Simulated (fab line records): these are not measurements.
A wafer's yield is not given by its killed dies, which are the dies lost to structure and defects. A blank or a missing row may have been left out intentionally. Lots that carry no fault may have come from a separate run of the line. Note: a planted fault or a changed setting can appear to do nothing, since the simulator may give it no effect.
Tool commonality check + flow sky130 + Sample size 12 lots and 39 wafers

== REASON FOR OPENING ==
SKY_SONOS_ONO_THK_MEAS_05, reading SONOS_ONO_CVD_04_THK: flagged on 1 of 12 lots. Wafers without a fault read 5.69 nm, standard deviation 0.1.
Rule: a lot is flagged in two cases, either no wafer of it has a number, or all its wafers with numbers fall more than 4 standard deviations from that mean. The other lots count as sound.

| lot  | measured     | on            | SONOS_ONO_CVD_04_THK (nm), wafer by wafer | flag    |
|------|--------------|---------------|-------------------------------------------|---------|
| L886 | day 11 22:18 | film metro-03 | 5.53 5.58 5.58                            |         |
| L887 | day 13 03:55 | film metro-04 | 5.66 5.62 5.70                            |         |
| L888 | day 13 07:58 | film metro-01 | 5.56 5.59 5.55                            |         |
| L890 | day 13 22:50 | film metro-03 | 5.75 5.77 5.66                            |         |
| L889 | day 14 00:14 | film metro-01 | 5.61 5.59 5.57                            |         |
| L891 | day 14 04:28 | film metro-01 | 5.79 5.77 5.73                            |         |
| L892 | day 14 05:43 | film metro-04 | 5.80 5.70 5.69                            |         |
| L893 | day 14 11:41 | film metro-01 | 5.76 5.76 5.79                            |         |
| L896 | day 15 02:29 | film metro-01 | 5.83 5.76 5.80                            |         |
| L897 | day 15 18:21 | film metro-01 | 5.85 5.78 5.85                            |         |
| L900 | day 16 14:51 | film metro-01 | 5.77 5.69 5.70                            |         |
| L901 | day 16 19:16 | film metro-04 | 6.56 6.44 6.51 6.53 6.51 6.55             | FLAGGED |
The numbers of the flagged lots are 6.52 nm on average: +0.83 nm against the usual, or +8 standard deviations.

== EACH LOT AND THE TOOL IT RAN ON ==
The record keeps 1 process step preceding the reading, out of 708 steps on the route. Cell contents, in order: the tool; ch with the chambers the sampled wafers went through; the start.
| lot  | flag    | SKY_SONOS_ONO_CVD_04        |
|------|---------|-----------------------------|
| L886 |         | lpcvd-03 ch 0, day 11 21:02 |
| L887 |         | lpcvd-03 ch 1, day 13 02:40 |
| L888 |         | lpcvd-03 ch 0, day 13 06:43 |
| L890 |         | lpcvd-03 ch 1, day 13 21:35 |
| L889 |         | lpcvd-03 ch 0, day 13 22:58 |
| L891 |         | lpcvd-03 ch 0, day 14 02:35 |
| L892 |         | lpcvd-03 ch 0, day 14 04:28 |
| L893 |         | lpcvd-03 ch 0, day 14 10:26 |
| L896 |         | lpcvd-03 ch 0, day 15 01:14 |
| L897 |         | lpcvd-03 ch 1, day 15 17:05 |
| L900 |         | lpcvd-03 ch 0, day 16 13:36 |
| L901 | FLAGGED | lpcvd-03 ch 0, day 16 17:59 |
What is done by these steps:
- SKY_SONOS_ONO_CVD_04: deposits SiO2 from SiH4/N2O, target thk 5.7199 nm.
- SKY_SONOS_ONO_THK_MEAS_05

== FLAGGED OVER TOTAL, TOOL BY TOOL (the gauges that took the reading come last) ==
| step                      | tool          | lots run | flagged | share of the flagged lots | sound lots run after its first flagged lot |
|---------------------------|---------------|----------|---------|---------------------------|--------------------------------------------|
| SKY_SONOS_ONO_CVD_04      | lpcvd-03      | 12       | 1       | all                       | 0                                          |
| SKY_SONOS_ONO_THK_MEAS_05 | film metro-01 | 7        | 0       | none                      | -                                          |
| SKY_SONOS_ONO_THK_MEAS_05 | film metro-03 | 2        | 0       | none                      | -                                          |
| SKY_SONOS_ONO_THK_MEAS_05 | film metro-04 | 3        | 1       | all                       | 0                                          |

== THE TABLE: WHAT IT ALLOWS ==
2 rows of the table ran every flagged lot: lpcvd-03 at SKY_SONOS_ONO_CVD_04, film metro-04 at SKY_SONOS_ONO_THK_MEAS_05.
- lpcvd-03 at SKY_SONOS_ONO_CVD_04: 1 of its 12 lots flagged. It ran its last sound lot, L900, at day 16 13:36 and its first flagged lot, L901, at day 16 17:59: a fault with its onset between the two fits. Its own readings lie more than 4 standard deviations out on every wafer of the flagged lots: spike tc centre C, spike tc lower C, spike tc top C, spike tc upper C, susceptor temp C.
- film metro-04 at SKY_SONOS_ONO_THK_MEAS_05: 1 of its 3 lots flagged. It ran its last sound lot, L892, at day 14 05:43 and its first flagged lot, L901, at day 16 19:16: a fault with its onset between the two fits.
Counting lots can't tell these 2 tools apart, because each fits a fault that began at some hour. More lots, or a look at what each step does to the wafer, might.

== WHAT HAD BEEN PUT IN BY THE SIMULATOR ==
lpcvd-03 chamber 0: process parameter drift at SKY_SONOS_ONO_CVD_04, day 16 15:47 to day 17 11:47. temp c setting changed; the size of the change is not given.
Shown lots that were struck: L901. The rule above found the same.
